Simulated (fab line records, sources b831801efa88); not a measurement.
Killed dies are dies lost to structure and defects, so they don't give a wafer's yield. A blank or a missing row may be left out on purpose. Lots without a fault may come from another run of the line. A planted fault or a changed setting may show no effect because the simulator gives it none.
Which tool did it? | flow gf180mcu | 24 lots, 72 wafers sampled, at 4 steps of a route of 602

WHAT THE GAUGES READ, wafer by wafer
GF_STI_BOW_MEAS_00. Usual: INCOMING_BOW 0 um, standard deviation 6.7.
lot  | measured    | on            | INCOMING_BOW (um) | flag
L074 | day 1 10:00 | film_metro-03 | 8 -1 -20          |
L075 | day 1 15:00 | film_metro-01 | 1 15 3            |
L076 | day 1 20:00 | film_metro-03 | 0 -8 4            |
L077 | day 2 01:01 | film_metro-03 | 11 10 1           |
L078 | day 2 06:03 | film_metro-01 | -1 0 -8           |
L079 | day 2 11:01 | film_metro-02 | 2 -1 -2           |
L080 | day 2 16:00 | film_metro-02 | 2 1 -5            |
L081 | day 2 21:01 | film_metro-02 | 12 -3 7           |
L082 | day 3 02:00 | film_metro-02 | 0 -1 -3           |
L083 | day 3 07:01 | film_metro-03 | -2 -8 -6          |
L084 | day 3 12:00 | film_metro-02 | 7 -8 2            |
L085 | day 3 17:02 | film_metro-01 | 2 -5 8            |
L086 | day 3 22:01 | film_metro-03 | -4 0 -12          |
L087 | day 4 03:01 | film_metro-01 | -3 0 -1           |
L088 | day 4 08:00 | film_metro-01 | 5 1 -8            |
L089 | day 4 13:00 | film_metro-02 | 5 1 -10           |
L090 | day 4 18:01 | film_metro-02 | 16 -9 -16         |
L091 | day 4 23:00 | film_metro-02 | 13 -2 9           |
L092 | day 5 04:04 | film_metro-03 | 0 -14 4           |
L093 | day 5 09:01 | film_metro-03 | -4 -5 -3          |
L094 | day 5 14:01 | film_metro-03 | -2 9 -1           |
L095 | day 5 19:01 | film_metro-02 | 4 6 6             |
L096 | day 6 00:04 | film_metro-02 | -5 5 8            |
L097 | day 6 05:02 | film_metro-01 | -5 -7 4           |

GF_STI_THK_MEAS_02. Usual: STI_OXIDATION_THK 10.39 nm, standard deviation 0.2.
lot  | measured    | on            | STI_OXIDATION_THK (nm) | flag
L074 | day 1 11:31 | film_metro-02 | 10.04 10.10 10.27      |
L075 | day 1 16:31 | film_metro-02 | 10.21 10.18 10.38      |
L076 | day 1 22:31 | film_metro-01 | 10.50 10.40 10.31      |
L077 | day 2 03:20 | film_metro-03 | 10.40 10.45 10.53      |
L078 | day 2 08:19 | film_metro-03 | 10.40 10.31 10.31      |
L079 | day 2 12:49 | film_metro-02 | 10.59 10.56 10.54      |
L080 | day 2 17:49 | film_metro-03 | 10.43 10.60 10.23      |
L081 | day 2 22:31 | film_metro-01 | 10.69 10.61 10.78      |
L082 | day 3 05:20 | film_metro-02 | 10.52 10.47 10.36      |
L083 | day 3 08:31 | film_metro-03 | 10.50 10.40 10.27      |
L084 | day 3 13:31 | film_metro-01 | 10.36 10.34 10.25      |
L085 | day 3 18:44 | film_metro-03 | 10.38 10.37 10.47      |
L086 | day 3 23:31 | film_metro-01 | 10.39 10.43 10.55      |
L087 | day 4 04:31 | film_metro-02 | 10.21 10.29 10.18      |
L088 | day 4 09:31 | film_metro-03 | 10.32 9.99 10.18       |
L089 | day 4 14:40 | film_metro-01 | 10.09 10.23 10.21      |
L090 | day 4 19:58 | film_metro-03 | 10.44 10.61 10.45      |
L091 | day 5 00:31 | film_metro-02 | 10.06 9.88 10.07       |
L092 | day 5 05:32 | film_metro-01 | 10.59 10.44 10.51      |
L093 | day 5 10:31 | film_metro-03 | 10.35 10.55 10.55      |
L094 | day 5 15:31 | film_metro-01 | 10.39 10.49 10.41      |
L095 | day 5 20:36 | film_metro-02 | 10.74 10.61 10.78      |
L096 | day 6 01:32 | film_metro-01 | 9.86 10.02 10.01       |
L097 | day 6 06:32 | film_metro-03 | 10.82 10.89 10.70      |

GF_CONTACT_CD_MEAS_14: target cd 220 nm. Usual: cd_nm 220.1 nm, standard deviation 1.5.
lot  | measured     | on        | cd_nm (nm)        | flag
L074 | day 17 23:00 | cd_sem-01 | 220.0 222.3 219.7 |
L075 | day 18 11:12 | cd_sem-02 | 221.7 221.5 220.6 |
L076 | day 18 15:30 | cd_sem-01 | 219.1 220.2 219.8 |
L077 | day 19 05:10 | cd_sem-02 | 220.2 222.2 221.4 |
L078 | day 19 17:01 | cd_sem-01 | 219.0 219.4 220.1 |
L079 | day 20 05:41 | cd_sem-01 | 218.6 218.8 219.2 |
L080 | day 20 07:06 | cd_sem-01 | 221.4 221.0 220.2 |
L081 | day 20 14:25 | cd_sem-02 | 217.8 218.4 217.6 |
L082 | day 20 23:00 | cd_sem-02 | 219.6 219.7 222.3 |
L083 | day 21 05:22 | cd_sem-01 | 220.5 217.5 219.5 |
L084 | day 21 11:54 | cd_sem-01 | 221.6 221.9 222.0 |
L085 | day 21 18:02 | cd_sem-02 | 221.8 221.4 219.7 |
L086 | day 22 10:02 | cd_sem-01 | 218.2 219.1 218.8 |
L087 | day 22 14:46 | cd_sem-02 | 219.6 219.5 220.2 |
L088 | day 22 22:30 | cd_sem-01 | 218.7 218.3 218.7 |
L089 | day 23 02:19 | cd_sem-01 | 218.1 218.7 219.8 |
L090 | day 23 13:25 | cd_sem-01 | 222.5 221.3 220.8 |
L091 | day 23 23:19 | cd_sem-02 | 219.0 220.3 218.1 |
L092 | day 24 07:25 | cd_sem-02 | 223.2 223.3 224.2 |
L093 | day 24 08:41 | cd_sem-02 | 218.4 217.9 219.2 |
L094 | day 24 15:52 | cd_sem-02 | 218.2 219.1 218.7 |
L095 | day 24 23:10 | cd_sem-01 | 219.6 218.7 219.6 |
L096 | day 25 07:52 | cd_sem-01 | 219.8 222.7 221.5 |
L097 | day 25 07:52 | cd_sem-02 | 223.2 220.9 223.5 |

WHICH TOOL RAN EACH LOT (tool, then ch and the chambers of the sampled wafers, then the start)
lot  | GF_STI_ETCH_14
L074 | rie_si-02 ch 0,1,3, day 2 03:08
L075 | rie_si-02 ch 0,1,2, day 2 09:34
L076 | rie_si-02 ch 0,1,3, day 2 14:37
L077 | rie_si-01 ch 2,3, day 2 19:13
L078 | rie_si-02 ch 0,2,3, day 3 01:04
L079 | rie_si-01 ch 0,1,3, day 3 06:25
L080 | rie_si-02 ch 0,2,3, day 3 10:04
L081 | rie_si-02 ch 0,3, day 3 15:58
L082 | rie_si-02 ch 0,1,2, day 3 22:49
L083 | rie_si-01 ch 0,1, day 4 01:52
L084 | rie_si-01 ch 2,3, day 4 07:28
L085 | rie_si-01 ch 1,3, day 4 13:13
L086 | rie_si-01 ch 0,2,3, day 4 17:58
L087 | rie_si-01 ch 0,2,3, day 4 22:55
L088 | rie_si-01 ch 0,1,2, day 5 04:58
L089 | rie_si-02 ch 0,1,2, day 5 09:25
L090 | rie_si-02 ch 0,1, day 5 14:19
L091 | rie_si-01 ch 0,1, day 5 19:55
L092 | rie_si-01 ch 0,1, day 6 00:34
L093 | rie_si-01 ch 0,3, day 6 06:19
L094 | rie_si-01 ch 0,1,2, day 6 11:37
L095 | rie_si-02 ch 0,1, day 6 16:25
L096 | rie_si-02 ch 1,2,3, day 6 22:01
L097 | rie_si-01 ch 1,3, day 7 02:49
- GF_STI_ETCH_14: etches Si in HBr/Cl2/O2, target depth 360 nm, time 102.9 s.

WHAT THE TOOLS THEMSELVES READ (means of the sampled wafers that have a number; where no wafer has one, the mark that the record gives instead)
GF_STI_ETCH_14. Usual: drypump_motor_current_A 5.5 A, standard deviation 0.52; oes_product_au 0.994 a.u., standard deviation 0.012; throttle_valve_pct 25.661 %, standard deviation 0.012.
lot  | tool      | drypump_motor_current_A (A) | oes_product_au (a.u.) | throttle_valve_pct (%) | flag
L074 | rie_si-02 | 5.6                         | 1.005                 | 25.660                 |
L075 | rie_si-02 | 5.9                         | 0.999                 | 25.672                 |
L076 | rie_si-02 | 5.7                         | 0.992                 | 25.654                 |
L077 | rie_si-01 | 5.2                         | 0.983                 | 25.672                 |
L078 | rie_si-02 | 6.1                         | 0.995                 | 25.662                 |
L079 | rie_si-01 | 5.1                         | 0.995                 | 25.659                 |
L080 | rie_si-02 | 6.1                         | 0.997                 | 25.660                 |
L081 | rie_si-02 | 5.8                         | 0.990                 | 25.660                 |
L082 | rie_si-02 | 5.9                         | 0.995                 | 25.651                 |
L083 | rie_si-01 | 5.2                         | 0.999                 | 25.657                 |
L084 | rie_si-01 | 5.2                         | 0.989                 | 25.676                 |
L085 | rie_si-01 | 5.2                         | 0.991                 | 25.674                 |
L086 | rie_si-01 | 5.1                         | 0.992                 | 25.652                 |
L087 | rie_si-01 | 5.1                         | 0.998                 | 25.652                 |
L088 | rie_si-01 | 5.1                         | 0.995                 | 25.656                 |
L089 | rie_si-02 | 5.9                         | 0.999                 | 25.650                 |
L090 | rie_si-02 | 5.5                         | 1.011                 | 25.651                 |
L091 | rie_si-01 | 5.1                         | 0.998                 | 25.652                 |
L092 | rie_si-01 | 5.0                         | 0.999                 | 25.657                 |
L093 | rie_si-01 | 5.0                         | 1.002                 | 25.655                 |
L094 | rie_si-01 | 5.1                         | 0.998                 | 25.656                 |
L095 | rie_si-02 | 5.8                         | 0.999                 | 25.652                 |
L096 | rie_si-02 | 5.9                         | 0.988                 | 25.672                 |
L097 | rie_si-01 | 5.2                         | 0.993                 | 25.666                 |

THE ANSWER, worked out from the rows above alone
Rule: a lot is off if the mean of its wafers that have a number lies more than 3 standard deviations from the usual mean. A lot without any number at a reading at which 4 lots or more have one is off too. The other lots that the step has rows for count as sound. The gauges are gone through in route order, then the tools' own readings, and for those a lot's mean is taken as printed above. The first step at which some lot is off is used, and at that step the reading that is off furthest; a lot without a number counts as furthest.
No lot is off at any reading shown: from this, nothing can be told.

WHAT THE SIMULATOR HAD PUT IN
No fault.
